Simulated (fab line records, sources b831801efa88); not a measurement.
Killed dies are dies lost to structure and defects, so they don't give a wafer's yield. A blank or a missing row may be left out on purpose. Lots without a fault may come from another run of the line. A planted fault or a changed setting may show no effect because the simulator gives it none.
One fault seen from 2 desks | flow sky130 | each desk has only its own numbers; what lay behind them comes last

THE TOOL OWNER'S DESK: litho_track-04
The tool's own readings at SKY_METAL5_SOFTBAKE_10 (time 60 s): means of the sampled wafers that have a number, for each lot that ran on this tool. A lot is out of limits, marked OUT, if its mean lies more than 4 standard deviations from the usual mean; the brackets give that distance.
Columns: A = heater_power_total_W at SKY_METAL5_SOFTBAKE_10, usual 56.60 W; B = plate_temp_C at SKY_METAL5_SOFTBAKE_10, usual 90.02 C; C = resist_line_temp_C at SKY_METAL5_SOFTBAKE_10, usual 22.95 C
lot  | first seen here | A               | B               | C
L265 | day 47 08:30    | 56.60           | 90.00           | 23.05
L269 | day 47 09:06    | 56.59           | 89.91           | 22.98
L272 | day 47 12:45    | 59.10 (+56) OUT | 92.99 (+25) OUT | 22.85
L273 | day 47 15:21    | 59.14 (+56) OUT | 92.96 (+25) OUT | 22.97
This desk's finding: out of limits on L272, L273; first on L272, day 47 12:45 (heater_power_total_W at SKY_METAL5_SOFTBAKE_10). In limits: L265, L269.

THE METROLOGY DESK
What the gauges read, lot by lot, whatever tool the lot ran on: means of the sampled wafers that have a number. A lot is out of limits, marked OUT, if its mean lies more than 4 standard deviations from the usual mean; the brackets give that distance.
Columns: A = METAL4_OVL at SKY_METAL4_OVL_MEAS_14, usual 6 nm
lot  | first seen here | A
L261 | day 41 10:38    | 9
L263 | day 43 02:07    | -1
L264 | day 45 21:37    | 11
L266 | day 45 22:56    | 7
L265 | day 45 23:51    | 11
L269 | day 46 00:19    | 4
L271 | day 46 01:08    | 0
L272 | day 46 03:13    | 8
L273 | day 46 05:42    | 5
L277 | day 46 07:46    | 5
L278 | day 46 09:31    | 0
L280 | day 46 16:22    | 9
L281 | day 46 18:13    | 10
This desk's finding: nothing out of limits on any of the 13 lots.

PUT TOGETHER
The tool owner's desk could have raised an alarm at day 47 12:45, on L272, L273.
The metrology desk saw nothing out of limits.
The metrology desk has L272, L273 on record, within its limits.
Of the lots named, all ran SKY_METAL5_SOFTBAKE_10 on litho_track-04.

WHAT THE SIMULATOR HAD PUT IN
Process parameter drift: litho_track-04, from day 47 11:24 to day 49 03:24, at SKY_METAL5_SOFTBAKE_10. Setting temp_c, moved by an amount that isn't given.
Lots struck among those shown: L272, L273.
Hours from the fault's start to each desk's first reading out of limits: the tool owner's desk, 1.
